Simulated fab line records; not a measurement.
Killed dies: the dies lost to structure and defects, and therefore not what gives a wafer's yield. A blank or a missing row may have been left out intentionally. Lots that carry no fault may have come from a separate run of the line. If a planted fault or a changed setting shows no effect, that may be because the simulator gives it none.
fab line records ; flow sky130 ; part 1 of 2: steps 1 to 29 of 39
record lots=5; wafers=15; last-day=49
route steps=708 shown VIA1@472 METAL2@483 VIA2@507
lots with no fault: from the same line, run without faults
start-h: the number of hours between the record's first day and the start of the first shown wafer of the lot ; wait-h: hours elapsed since this lot's preceding step ; " repeats the value in the row above ; L1.1+2: a single row standing in for several wafers ; - no value, or no start given ; * or withheld: withheld ; < > ~ a bound
route shown NAME@n: names a module that has steps shown in the file, with the first one's number in the route ; usual: average and standard deviation across the fault-free wafers ; same: alike in all rows ; chamber/n: place in a boat ; sites: each site's reading ; _std_site: their standard deviation ; _edge_site: mean of outer sites minus mean of inner sites ; radius-mm: for every site, how far away it sits from the centre of the wafer ; mask NAME#n: copy n ; behind: the last tool/chamber to shape the wafer ; hold: why the lot went on hold/how many hours it stayed there/how the hold came to an end ; device: whichever transistor did not switch (one of n, p or np) ; end of line: tests run on the same wafers once the route is complete ; a step given without rows: its recipe and nothing more ; killed: dies that structure and defects cost at the first sort, which is not the same as the wafer's yield ; map: the dies of a wafer, with x for killed, . for not killed, _ for no die there
set.NAME: the run value of the setting; set.NAME@STEP: its run value at that earlier step ; model.NAME: the simulator's own value behind a step, which no gauge read
lots at some steps of the route; a table a step, a row a wafer
services: the hour from which a tool's chamber was out of use, counted from the record's first day as start-h (under 0 if before that day), plus the number of hours and why
## steps
# step SKY_VIA1_ETCH_14
# recipe chemistry=N2/H2; target=BARC; ion-energy-ev=200; source-w=500; bias-w=100; pressure-mtorr=30; n2-flow-sccm=100; h2-flow-sccm=200; stop-on=SiO2; time-s=45.9; target-depth-a=600
# usual drypump-motor-current-A=5.7/0.35; oes-product-au=0.854/0.0048; throttle-valve-pct=13.224/0.0088
lot.wafer;tool;chamber;start-h;wait-h;drypump-motor-current-A;oes-product-au;rf-hours-counter-h;throttle-valve-pct
L076.2;rie-diel-03;1;819.82;0.0;5.4;0.850;14;13.215
L076.3;rie-diel-03;3;819.82;0.0;6.2;0.846;29;13.236
L076.5;rie-diel-03;2;819.82;0.0;5.2;0.849;-;13.209
L082.2;rie-diel-01;0;859.39;0.0;5.4;0.857;5;13.232
L082.4;rie-diel-01;1;859.39;0.0;5.6;0.858;5;13.235
L082.5;rie-diel-01;3;859.39;0.0;6.1;0.855;-;13.226
L084.2;rie-diel-01;1;872.12;0.0;5.6;0.858;5;13.223
L084.3;rie-diel-01;3;872.12;0.0;6.2;0.844;13;13.232
L084.4;rie-diel-01;0;872.12;0.0;5.3;0.857;6;13.231
L085.4;rie-diel-01;0;881.07;0.0;5.3;0.849;6;13.225
L085.5;rie-diel-01;3;881.07;0.0;6.1;0.856;-;13.231
L085.6;rie-diel-01;0;881.07;0.0;5.4;0.852;-;13.235
L093.1;rie-diel-01;3;942.21;0.0;6.2;0.857;14;13.220
L093.2;rie-diel-01;0;942.21;0.0;5.3;0.861;8;13.212
L093.6;rie-diel-01;2;942.21;0.0;5.8;0.853;-;13.214
# step SKY_VIA1_ETCH_15
# recipe target=SiO2; chemistry=C4F8/O2/Ar; target-depth-nm=351; stop-on=TiN; mask-material=KrF-thick; source-w=1500; bias-w=1200; pressure-mtorr=40; c4f8-flow-sccm=withheld; O2_flow_sccm=6; Ar_flow_sccm=300; time-s=54
# usual oes-product-au=0.983/0.0062
lot.wafer;tool;chamber;start-h;wait-h;oes-product-au;rf-hours-counter-h
L076.2;rie-diel-03;1;819.86;0.0;0.981;14
L076.3;rie-diel-03;3;819.86;0.0;0.979;29
L076.5;rie-diel-03;2;819.86;0.0;0.989;-
L082.2;rie-diel-01;0;859.43;0.0;0.991;5
L082.4;rie-diel-01;1;859.43;0.0;0.977;5
L082.5;rie-diel-01;3;859.43;0.0;0.999;-
L084.2;rie-diel-01;1;872.16;0.0;0.975;5
L084.3;rie-diel-01;3;872.16;0.0;0.975;13
L084.4;rie-diel-01;0;872.16;0.0;0.995;6
L085.4;rie-diel-01;0;881.11;0.0;0.981;6
L085.5;rie-diel-01;3;881.11;0.0;0.993;-
L085.6;rie-diel-01;0;881.11;0.0;0.981;-
L093.1;rie-diel-01;3;942.25;0.0;0.987;14
L093.2;rie-diel-01;0;942.25;0.0;0.989;8
L093.6;rie-diel-01;2;942.25;0.0;0.981;-
# step SKY_VIA1_STRIP_16
# recipe chemistry=O2/N2; power-w=1400; pressure-mtorr=1500; platen-temp-c=withheld; o2-flow-sccm=3000; n2-flow-sccm=300; overash-fraction=0.5
# usual drypump-motor-current-A=6.0/0.37; oes-product-au=0.415/0.0051; strip-time-to-endpoint-s=4.451/0.025
lot.wafer;tool;chamber;start-h;wait-h;drypump-motor-current-A;oes-product-au;rf-hours-counter-h;strip-time-to-endpoint-s
L076.2;plasma-asher-03;0;819.90;0.0;5.7;0.406;8;4.420
L076.3;plasma-asher-03;1;819.90;0.0;6.4;0.410;-;4.454
L076.5;plasma-asher-03;1;819.90;0.0;6.4;0.407;-;4.397
L082.2;plasma-asher-02;0;859.48;0.0;6.0;0.417;66;4.442
L082.4;plasma-asher-02;0;859.48;0.0;6.0;0.412;-;4.490
L082.5;plasma-asher-02;0;859.48;0.0;6.0;0.411;-;4.430
L084.2;plasma-asher-04;1;872.20;0.0;5.8;0.408;106;4.482
L084.3;plasma-asher-04;1;872.20;0.0;5.8;0.419;-;4.450
L084.4;plasma-asher-04;0;872.20;0.0;6.4;0.411;-;4.453
L085.4;plasma-asher-03;1;881.19;0.1;6.4;0.416;-;4.444
L085.5;plasma-asher-03;0;881.19;0.1;5.7;0.421;-;4.443
L085.6;plasma-asher-03;1;881.19;0.1;6.4;0.416;-;4.442
L093.1;plasma-asher-02;1;942.30;0.0;5.4;0.421;74;4.463
L093.2;plasma-asher-02;0;942.30;0.0;6.0;0.425;74;4.474
L093.6;plasma-asher-02;1;942.30;0.0;5.4;0.410;-;4.495
# step SKY_VIA1_STRIP_17
# recipe chemistry=post-etch-residue-remover; time-s=1200; temp-c=72.5
lot.wafer;tool;chamber;start-h;wait-h
L076.2+3+5;wet-bench-04;0;820.00;0.1
L082.2+4+5;wet-bench-04;3;859.58;0.1
L084.2+3+4;wet-bench-04;2;872.30;0.1
L085.4+5+6;wet-bench-04;1;881.25;0.0
L093.1+2+6;wet-bench-04;3;942.40;0.1
# step SKY_VIA1_CLEAN_18
# recipe chemistry=IPA; time-s=180; temp-c=25
lot.wafer;tool;chamber;start-h;wait-h
L076.2+3+5;wet-bench-01;2;820.35;0.0
L082.2+4+5;wet-bench-03;3;859.92;0.0
L084.2+3+4;wet-bench-03;1;872.65;0.0
L085.4+5+6;wet-bench-03;2;881.60;0.0
L093.1+2+6;wet-bench-03;2;942.77;0.0
# step SKY_VIA1_CLEAN_19
# recipe chemistry=O3/DIW; dry=n2-spin
lot.wafer;tool;chamber;start-h;wait-h
L076.2+3+5;wet-bench-03;2;820.46;0.0
L082.2+4+5;wet-bench-04;2;859.98;0.0
L084.2+3+4;wet-bench-01;3;872.70;0.0
L085.4+5+6;wet-bench-01;1;881.65;0.0
L093.1+2+6;wet-bench-04;1;942.83;0.0
# step SKY_VIA1_SPUTTER_20
# recipe material=TiN; target-thk-nm=20; chamber-pressure-pa=5; power-w=4000; time-s=80
# usual throttle-valve-pct=30.5/1
lot.wafer;tool;chamber;start-h;wait-h;throttle-valve-pct
L076.2;pvd-sputter-04;-;820.56;0.0;30.0
L076.3;pvd-sputter-04;-;820.56;0.0;30.2
L076.5;pvd-sputter-04;-;820.56;0.0;29.3
L082.2;pvd-sputter-01;-;860.07;0.0;31.4
L082.4;pvd-sputter-01;-;860.07;0.0;29.9
L082.5;pvd-sputter-01;-;860.07;0.0;31.6
L084.2;pvd-sputter-01;-;872.80;0.0;32.6
L084.3;pvd-sputter-01;-;872.80;0.0;30.0
L084.4;pvd-sputter-01;-;872.80;0.0;31.5
L085.4;pvd-sputter-02;-;881.75;0.0;31.9
L085.5;pvd-sputter-02;-;881.75;0.0;30.4
L085.6;pvd-sputter-02;-;881.75;0.0;31.2
L093.1;pvd-sputter-04;-;942.93;0.0;30.2
L093.2;pvd-sputter-04;-;942.93;0.0;30.1
L093.6;pvd-sputter-04;-;942.93;0.0;30.4
# step SKY_VIA1_CVD_21
# recipe material=W; target-thk-nm=270; time-s=80.902; temp-c=400; pressure-torr=40
# usual heater-power-w=799/27
lot.wafer;tool;chamber;start-h;wait-h;heater-power-w
L076.2;cvd-w-01;0;820.62;0.0;782
L076.3;cvd-w-01;0;820.62;0.0;797
L076.5;cvd-w-01;0;820.62;0.0;779
L082.2;cvd-w-02;1;860.13;0.0;794
L082.4;cvd-w-02;1;860.13;0.0;819
L082.5;cvd-w-02;1;860.13;0.0;806
L084.2;cvd-w-01;0;872.86;0.0;795
L084.3;cvd-w-01;0;872.86;0.0;792
L084.4;cvd-w-01;1;872.86;0.0;835
L085.4;cvd-w-02;0;881.84;0.1;756
L085.5;cvd-w-02;0;881.84;0.1;758
L085.6;cvd-w-02;1;881.84;0.1;806
L093.1;cvd-w-02;1;942.99;0.0;785
L093.2;cvd-w-02;1;942.99;0.0;794
L093.6;cvd-w-02;1;942.99;0.0;802
# step SKY_VIA1_RS_MEAS_22
# recipe thk-meas-gauge=four-point-probe; reads=W_of_VIA1_CVD_21+TiN_of_VIA1_SPUTTER_20
# usual VIA1_W_RS=0.427/0.0057
lot.wafer;tool;chamber;start-h;wait-h;VIA1_W_RS[ohm/sq]
L076.2;film-metro-02;-;820.74;0.1;0.425
L076.3;film-metro-02;-;820.74;0.1;0.425
L076.5;film-metro-02;-;820.74;0.1;0.424
L082.2;film-metro-02;-;860.25;0.1;0.422
L082.4;film-metro-02;-;860.25;0.1;0.427
L082.5;film-metro-02;-;860.25;0.1;0.424
L084.2;film-metro-01;-;872.97;0.1;0.428
L084.3;film-metro-01;-;872.97;0.1;0.426
L084.4;film-metro-01;-;872.97;0.1;0.425
L085.4;film-metro-02;-;881.96;0.1;0.428
L085.5;film-metro-02;-;881.96;0.1;0.430
L085.6;film-metro-02;-;881.96;0.1;0.421
L093.1;film-metro-01;-;943.18;0.2;0.420
L093.2;film-metro-01;-;943.18;0.2;0.424
L093.6;film-metro-01;-;943.18;0.2;0.423
# step SKY_VIA1_THK_MEAS_23
# recipe thk-meas-gauge=xrf; reads=W_of_VIA1_CVD_21
# usual VIA1_W_THK=270/4
lot.wafer;tool;chamber;start-h;wait-h;VIA1_W_THK[nm]
L076.2;film-metro-02;-;820.85;0.1;274
L076.3;film-metro-02;-;820.85;0.1;275
L076.5;film-metro-02;-;820.85;0.1;275
L082.2;film-metro-02;-;860.36;0.1;275
L082.4;film-metro-02;-;860.36;0.1;272
L082.5;film-metro-02;-;860.36;0.1;272
L084.2;film-metro-01;-;873.08;0.1;267
L084.3;film-metro-01;-;873.08;0.1;267
L084.4;film-metro-01;-;873.08;0.1;269
L085.4;film-metro-02;-;882.05;0.1;273
L085.5;film-metro-02;-;882.05;0.1;271
L085.6;film-metro-02;-;882.05;0.1;278
L093.1;film-metro-01;-;943.30;0.1;275
L093.2;film-metro-01;-;943.30;0.1;273
L093.6;film-metro-01;-;943.30;0.1;269
# step SKY_VIA1_CMP_24
# recipe stop-on=SiO2; t-overpolish-s=15; down-force-psi=3.5; platen-rpm=60; target-thk-nm=0; pad-velocity-m-s=0.94248
# usual motor-current-A=10.9/1.1; overpolish-run-s=15.001/0.0095; time-to-endpoint-s=67/3.8
lot.wafer;tool;chamber;start-h;wait-h;motor-current-A;overpolish-run-s;time-to-endpoint-s
L076.3;cmp-01;1;820.90;0.0;10.6;15.003;76
L076.2;cmp-01;2;820.90;0.0;8.4;14.998;66
L076.5;cmp-01;1;820.90;0.0;10.4;15.015;75
L082.4;cmp-01;0;860.51;0.1;11.1;14.991;71
L082.2;cmp-01;1;860.51;0.1;10.4;15.008;76
L082.5;cmp-01;3;860.51;0.1;11.9;15.000;66
L084.2;cmp-01;3;873.13;0.0;11.2;15.001;69
L084.4;cmp-01;0;873.13;0.0;11.5;15.008;72
L084.3;cmp-01;1;873.13;0.0;10.2;14.992;75
L085.4;cmp-01;3;882.08;0.0;11.2;14.998;68
L085.5;cmp-01;3;882.08;0.0;11.7;15.032;68
L085.6;cmp-01;0;882.08;0.0;11.4;14.991;74
L093.1;cmp-02;1;943.72;0.4;11.0;14.995;61
L093.2;cmp-02;2;943.72;0.4;12.0;15.007;68
L093.6;cmp-02;1;943.72;0.4;10.9;14.990;66
# step SKY_METAL2_SPUTTER_00
# recipe material=Ti; target-thk-nm=15; power-w=3000; time-s=10; chamber-pressure-pa=0.4
# usual throttle-valve-pct=30.4/1.1
lot.wafer;tool;chamber;start-h;wait-h;throttle-valve-pct
L076.2;pvd-sputter-02;-;821.20;0.2;28.9
L076.3;pvd-sputter-02;-;821.20;0.2;31.3
L076.5;pvd-sputter-02;-;821.20;0.2;32.0
L082.2;pvd-sputter-02;-;860.71;0.1;31.0
L082.4;pvd-sputter-02;-;860.71;0.1;30.3
L082.5;pvd-sputter-02;-;860.71;0.1;32.0
L084.2;pvd-sputter-03;-;873.43;0.2;29.6
L084.3;pvd-sputter-03;-;873.43;0.2;29.0
L084.4;pvd-sputter-03;-;873.43;0.2;31.2
L085.4;pvd-sputter-01;-;882.38;0.2;31.4
L085.5;pvd-sputter-01;-;882.38;0.2;29.8
L085.6;pvd-sputter-01;-;882.38;0.2;31.5
L093.1;pvd-sputter-02;-;943.97;0.2;30.3
L093.2;pvd-sputter-02;-;943.97;0.2;32.1
L093.6;pvd-sputter-02;-;943.97;0.2;32.3
# step SKY_METAL2_SPUTTER_01
# recipe material=TiN; target-thk-nm=20; power-w=6500; time-s=16.7; chamber-pressure-pa=0.4
# usual throttle-valve-pct=30.4/1.1
lot.wafer;tool;chamber;start-h;wait-h;throttle-valve-pct
L076.2;pvd-sputter-02;-;821.22;0.0;28.9
L076.3;pvd-sputter-02;-;821.22;0.0;31.0
L076.5;pvd-sputter-02;-;821.22;0.0;32.1
L082.2;pvd-sputter-02;-;860.73;0.0;31.1
L082.4;pvd-sputter-02;-;860.73;0.0;30.5
L082.5;pvd-sputter-02;-;860.73;0.0;32.0
L084.2;pvd-sputter-03;-;873.45;0.0;29.8
L084.3;pvd-sputter-03;-;873.45;0.0;29.1
L084.4;pvd-sputter-03;-;873.45;0.0;31.1
L085.4;pvd-sputter-01;-;882.40;0.0;31.5
L085.5;pvd-sputter-01;-;882.40;0.0;30.2
L085.6;pvd-sputter-01;-;882.40;0.0;31.3
L093.1;pvd-sputter-02;-;943.99;0.0;30.5
L093.2;pvd-sputter-02;-;943.99;0.0;32.0
L093.6;pvd-sputter-02;-;943.99;0.0;32.3
# step SKY_METAL2_SPUTTER_02
# recipe material=AlCu; target-thk-nm=250; power-w=10600; time-s=13.3; chamber-pressure-pa=0.4
# usual throttle-valve-pct=30.4/1.1
lot.wafer;tool;chamber;start-h;wait-h;throttle-valve-pct
L076.2;pvd-sputter-02;-;821.24;0.0;28.7
L076.3;pvd-sputter-02;-;821.24;0.0;31.0
L076.5;pvd-sputter-02;-;821.24;0.0;32.1
L082.2;pvd-sputter-02;-;860.75;0.0;31.3
L082.4;pvd-sputter-02;-;860.75;0.0;30.6
L082.5;pvd-sputter-02;-;860.75;0.0;32.2
L084.2;pvd-sputter-03;-;873.48;0.0;29.7
L084.3;pvd-sputter-03;-;873.48;0.0;28.8
L084.4;pvd-sputter-03;-;873.48;0.0;31.2
L085.4;pvd-sputter-01;-;882.43;0.0;31.5
L085.5;pvd-sputter-01;-;882.43;0.0;30.3
L085.6;pvd-sputter-01;-;882.43;0.0;31.6
L093.1;pvd-sputter-02;-;944.02;0.0;30.3
L093.2;pvd-sputter-02;-;944.02;0.0;32.2
L093.6;pvd-sputter-02;-;944.02;0.0;32.3
# step SKY_METAL2_SPUTTER_03
# recipe material=Ti; target-thk-nm=5; power-w=3000; time-s=3.3; chamber-pressure-pa=0.4162
# usual throttle-valve-pct=30.4/1.1
lot.wafer;tool;chamber;start-h;wait-h;throttle-valve-pct
L076.2;pvd-sputter-02;-;821.27;0.0;28.9
L076.3;pvd-sputter-02;-;821.27;0.0;31.4
L076.5;pvd-sputter-02;-;821.27;0.0;32.2
L082.2;pvd-sputter-02;-;860.78;0.0;31.1
L082.4;pvd-sputter-02;-;860.78;0.0;30.4
L082.5;pvd-sputter-02;-;860.78;0.0;32.0
L084.2;pvd-sputter-03;-;873.50;0.0;29.5
L084.3;pvd-sputter-03;-;873.50;0.0;29.0
L084.4;pvd-sputter-03;-;873.50;0.0;31.3
L085.4;pvd-sputter-01;-;882.45;0.0;31.5
L085.5;pvd-sputter-01;-;882.45;0.0;30.0
L085.6;pvd-sputter-01;-;882.45;0.0;31.2
L093.1;pvd-sputter-02;-;944.04;0.0;30.4
L093.2;pvd-sputter-02;-;944.04;0.0;32.4
L093.6;pvd-sputter-02;-;944.04;0.0;32.0
# step SKY_METAL2_SPUTTER_04
# recipe material=TiN; target-thk-nm=70; power-w=6500; time-s=58.3; chamber-pressure-pa=0.4
# usual throttle-valve-pct=30.4/1.1
lot.wafer;tool;chamber;start-h;wait-h;throttle-valve-pct
L076.2;pvd-sputter-02;-;821.29;0.0;29.0
L076.3;pvd-sputter-02;-;821.29;0.0;31.2
L076.5;pvd-sputter-02;-;821.29;0.0;32.1
L082.2;pvd-sputter-02;-;860.80;0.0;30.9
L082.4;pvd-sputter-02;-;860.80;0.0;30.7
L082.5;pvd-sputter-02;-;860.80;0.0;32.3
L084.2;pvd-sputter-03;-;873.52;0.0;29.4
L084.3;pvd-sputter-03;-;873.52;0.0;29.5
L084.4;pvd-sputter-03;-;873.52;0.0;31.1
L085.4;pvd-sputter-01;-;882.47;0.0;31.7
L085.5;pvd-sputter-01;-;882.47;0.0;30.2
L085.6;pvd-sputter-01;-;882.47;0.0;31.6
L093.1;pvd-sputter-02;-;944.06;0.0;30.4
L093.2;pvd-sputter-02;-;944.06;0.0;32.1
L093.6;pvd-sputter-02;-;944.06;0.0;31.8
# step SKY_METAL2_RS_MEAS_05
# recipe thk-meas-gauge=four-point-probe; reads=TiN_of_METAL2_SPUTTER_04+Ti_of_METAL2_SPUTTER_03+AlCu_of_METAL2_SPUTTER_02+TiN_of_METAL2_SPUTTER_01+Ti_of_METAL2_SPUTTER_00
# usual METAL2_ALCU_RS=0.1268/0.0017
lot.wafer;tool;chamber;start-h;wait-h;METAL2_ALCU_RS[ohm/sq]
L076.2;film-metro-04;-;821.36;0.0;0.1262
L076.3;film-metro-04;-;821.36;0.0;0.1283
L076.5;film-metro-04;-;821.36;0.0;0.1245
L082.2;film-metro-03;-;860.87;0.0;0.1274
L082.4;film-metro-03;-;860.87;0.0;0.1252
L082.5;film-metro-03;-;860.87;0.0;0.1236
L084.2;film-metro-04;-;873.59;0.0;0.1276
L084.3;film-metro-04;-;873.59;0.0;0.1285
L084.4;film-metro-04;-;873.59;0.0;0.1291
L085.4;film-metro-03;-;882.58;0.1;0.1268
L085.5;film-metro-03;-;882.58;0.1;0.1296
L085.6;film-metro-03;-;882.58;0.1;0.1280
L093.1;film-metro-03;-;944.11;0.0;0.1277
L093.2;film-metro-03;-;944.11;0.0;0.1265
L093.6;film-metro-03;-;944.11;0.0;0.1256
# step SKY_METAL2_THK_MEAS_06
# recipe thk-meas-gauge=xrf; reads=AlCu_of_METAL2_SPUTTER_02
# usual METAL2_ALCU_THK=247/4
lot.wafer;tool;chamber;start-h;wait-h;METAL2_ALCU_THK[nm]
L076.2;film-metro-04;-;821.47;0.1;247
L076.3;film-metro-04;-;821.47;0.1;243
L076.5;film-metro-04;-;821.47;0.1;251
L082.2;film-metro-03;-;860.98;0.1;250
L082.4;film-metro-03;-;860.98;0.1;252
L082.5;film-metro-03;-;860.98;0.1;256
L084.2;film-metro-04;-;873.70;0.1;244
L084.3;film-metro-04;-;873.70;0.1;243
L084.4;film-metro-04;-;873.70;0.1;242
L085.4;film-metro-03;-;882.67;0.1;249
L085.5;film-metro-03;-;882.67;0.1;244
L085.6;film-metro-03;-;882.67;0.1;248
L093.1;film-metro-03;-;944.23;0.1;246
L093.2;film-metro-03;-;944.23;0.1;250
L093.6;film-metro-03;-;944.23;0.1;250
# step SKY_METAL2_DEHYDRATE_07
# recipe temp-c=200; time-s=60
lot.wafer;tool;chamber;start-h;wait-h
L076.2+3+5;litho-track-04;0;834.81;13.3
L082.2+4+5;litho-track-03;0;872.28;11.3
L084.2+3+4;litho-track-03;0;886.48;12.8
L085.4+5+6;litho-track-03;0;894.73;12.1
L093.1+2+6;litho-track-03;0;954.61;10.4
# step SKY_METAL2_HMDS_08
# recipe prime-time-s=60; prime-temp-c=120
lot.wafer;tool;chamber;start-h;wait-h
L076.2+3+5;litho-track-04;0;834.96;0.1
L082.2+4+5;litho-track-03;0;872.43;0.1
L084.2+3+4;litho-track-03;0;886.63;0.1
L085.4+5+6;litho-track-03;0;894.88;0.1
L093.1+2+6;litho-track-03;0;954.76;0.1
# step SKY_METAL2_COAT_09
# recipe resist=BARC; temp-c=withheld; time-s=withheld; spin-rpm=3000; resist-thk-nm=60
lot.wafer;tool;chamber;start-h;wait-h
L076.2+3+5;litho-track-04;0;835.11;0.1
L082.2+4+5;litho-track-03;0;872.58;0.1
L084.2+3+4;litho-track-03;0;886.78;0.1
L085.4+5+6;litho-track-03;0;895.03;0.1
L093.1+2+6;litho-track-03;0;954.91;0.1
# step SKY_METAL2_COAT_10
# recipe resist=KrF-thick; spin-rpm=3000; resist-thk-nm=450
lot.wafer;tool;chamber;start-h;wait-h
L076.2+3+5;litho-track-04;0;-;-
L082.2+4+5;litho-track-03;0;-;-
L084.2+3+4;litho-track-03;0;-;-
L085.4+5+6;litho-track-03;0;-;-
L093.1+2+6;litho-track-03;0;-;-
# step SKY_METAL2_SOFTBAKE_11
# recipe temp-c=100; time-s=90; resist=KrF-thick
lot.wafer;tool;chamber;start-h;wait-h
L076.2+3+5;litho-track-04;0;-;-
L082.2+4+5;litho-track-03;0;-;-
L084.2+3+4;litho-track-03;0;-;-
L085.4+5+6;litho-track-03;0;-;-
L093.1+2+6;litho-track-03;0;-;-
# step SKY_METAL2_EXPOSE_12
# recipe mask-id=MM2; na=0.8; source-shape=annular; sigma-inner=0.55; sigma-outer=0.85; target-cd-nm=140; dose-mj=28
lot.wafer;tool;chamber;start-h;wait-h;mask
L076.2+3+5;krf-scanner-02;0;-;-;MM2#0
L082.2+4+5;krf-scanner-01;0;-;-;MM2#0
L084.2+3+4;krf-scanner-02;0;-;-;MM2#0
L085.4+5+6;krf-scanner-02;0;-;-;MM2#0
L093.1+2+6;krf-scanner-02;0;-;-;MM2#0
# step SKY_METAL2_PEB_13
# recipe peb-temp-c=withheld; peb-time-s=withheld; resist=KrF-thick
lot.wafer;tool;chamber;start-h;wait-h
L076.2+3+5;litho-track-04;0;-;-
L082.2+4+5;litho-track-02;0;-;-
L084.2+3+4;litho-track-02;0;-;-
L085.4+5+6;litho-track-03;0;-;-
L093.1+2+6;litho-track-04;0;-;-
# step SKY_METAL2_DEVELOP_14
# recipe develop-time-s=60; resist=KrF-thick; dev-temp-c=21
lot.wafer;tool;chamber;start-h;wait-h
L076.2+3+5;litho-track-04;0;-;-
L082.2+4+5;litho-track-02;0;-;-
L084.2+3+4;litho-track-02;0;-;-
L085.4+5+6;litho-track-03;0;-;-
L093.1+2+6;litho-track-04;0;-;-
# step SKY_METAL2_CD_MEAS_15
# recipe target-cd-nm=140
# usual cd-nm=139.4/1.3
lot.wafer;tool;chamber;start-h;wait-h;cd-nm
L076.2;cd-sem-01;-;847.56;-;142.1
L076.3;cd-sem-01;-;847.56;-;141.0
L076.5;cd-sem-01;-;847.56;-;141.7
L082.2;cd-sem-02;-;886.64;-;138.8
L082.4;cd-sem-02;-;886.64;-;141.5
L082.5;cd-sem-02;-;886.64;-;141.1
L084.2;cd-sem-02;-;899.14;-;141.1
L084.3;cd-sem-02;-;899.14;-;141.5
L084.4;cd-sem-02;-;899.14;-;142.0
L085.4;cd-sem-01;-;908.17;-;141.4
L085.5;cd-sem-01;-;908.17;-;140.6
L085.6;cd-sem-01;-;908.17;-;141.1
L093.1;cd-sem-02;-;967.69;-;141.5
L093.2;cd-sem-02;-;967.69;-;138.8
L093.6;cd-sem-02;-;967.69;-;140.7
# step SKY_METAL2_OVL_MEAS_16
# usual METAL2_OVL=0/5.7
lot.wafer;tool;chamber;start-h;wait-h;METAL2_OVL[nm]
L076.2;overlay-02;-;847.66;0.1;3
L076.3;overlay-02;-;847.66;0.1;1
L076.5;overlay-02;-;847.66;0.1;1
L082.2;overlay-01;-;886.75;0.1;9
L082.4;overlay-01;-;886.75;0.1;6
L082.5;overlay-01;-;886.75;0.1;4
L084.2;overlay-01;-;899.25;0.1;0
L084.3;overlay-01;-;899.25;0.1;-1
L084.4;overlay-01;-;899.25;0.1;-2
L085.4;overlay-02;-;908.25;0.1;-7
L085.5;overlay-02;-;908.25;0.1;5
L085.6;overlay-02;-;908.25;0.1;-8
L093.1;overlay-02;-;967.81;0.1;-5
L093.2;overlay-02;-;967.81;0.1;-2
L093.6;overlay-02;-;967.81;0.1;-5
# step SKY_METAL2_DESCUM_17
# recipe chemistry=O2; source-power-w=150; bias-power-w=0; pressure-mtorr=10; temp-c=40; time-s=8
# usual drypump-motor-current-A=5.5/0.53; oes-product-au=0.990/0.011
# same bias-power-w=0
lot.wafer;tool;chamber;start-h;wait-h;drypump-motor-current-A;oes-product-au;rf-hours-counter-h
L076.2;rie-metal-01;1;847.69;0.0;5.9;0.975;11.4
L076.3;rie-metal-01;1;847.69;0.0;5.9;0.972;-
L076.5;rie-metal-01;0;847.69;0.0;4.7;0.984;-
L082.2;rie-metal-01;1;886.78;0.0;5.9;0.979;12.8
L082.4;rie-metal-01;1;886.78;0.0;5.9;0.979;-
L082.5;rie-metal-01;0;886.78;0.0;4.7;0.969;-
L084.2;rie-metal-02;0;899.28;0.0;5.5;0.986;9.3
L084.3;rie-metal-02;1;899.28;0.0;5.9;0.997;-
L084.4;rie-metal-02;0;899.28;0.0;5.5;0.987;-
L085.4;rie-metal-03;1;908.28;0.0;6.2;1.001;-
L085.5;rie-metal-03;0;908.28;0.0;5.1;0.997;-
L085.6;rie-metal-03;1;908.28;0.0;6.2;0.999;-
L093.1;rie-metal-03;0;967.84;0.0;5.1;0.996;13.5
L093.2;rie-metal-03;1;967.84;0.0;6.2;1.007;11.3
L093.6;rie-metal-03;0;967.84;0.0;5.1;0.982;-
